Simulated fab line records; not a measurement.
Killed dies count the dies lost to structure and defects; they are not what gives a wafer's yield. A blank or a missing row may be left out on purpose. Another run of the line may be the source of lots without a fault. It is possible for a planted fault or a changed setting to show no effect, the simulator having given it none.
Which of the tools did it? ; flow gf180mcu ; 7 lots with 21 wafers sampled at 2 steps, on a route of 602 steps

WHAT THE GAUGES SHOWED, per wafer
GF_M4_OVL_MEAS_15.
lot;measured;on;M4_OVL (nm)
L181;day 23 23:37;overlay-02;1 -2 6
L183;day 24 07:13;overlay-02;-1 -5 -1
L187;day 26 01:44;overlay-01;-12 2 -5
L190;day 27 00:11;overlay-01;-1 0 -13
L192;day 27 20:22;overlay-01;-3 3 -1
L194;day 28 00:16;overlay-02;3 0 7
L203;day 30 14:56;overlay-01;3 1 0

WHICH TOOL RAN EACH LOT (tool, then ch and the chambers of the sampled wafers, then the start)
lot;GF_PSD_CLEAN_12
L181;wet_bench-03 ch 0, day 14 18:52
L183;wet_bench-03 ch 1, day 15 00:05
L187;wet_bench-02 ch 2, day 16 20:17
L190;wet_bench-02 ch 1, day 17 21:38
L192;wet_bench-03 ch 1, day 18 21:10
L194;wet_bench-03 ch 1, day 19 02:26
L203;wet_bench-03 ch 1, day 22 07:08
- GF_PSD_CLEAN_12: cleans in SC1/SC2, time 150 s.

THE ANSWER, worked out from the rows above alone
Rule: usual is defined by the lots themselves. Put in order of their means at a reading, lots are off if they are a third of the lots or fewer, leave a main group of 4 or more, and stand apart from it by a gap of 3 or more times the standard deviation of the main group's means; of several such gaps the widest counts. Not used: any main group whose means are identical at the precision the tables above print for the reading. A lot without any number at a reading at which 4 lots or more have one is off too. Any other lot the step has rows for is counted as sound.
Across all readings shown, no lot is off: no conclusion can be drawn from this.

WHAT THE SIMULATOR HAD INSERTED
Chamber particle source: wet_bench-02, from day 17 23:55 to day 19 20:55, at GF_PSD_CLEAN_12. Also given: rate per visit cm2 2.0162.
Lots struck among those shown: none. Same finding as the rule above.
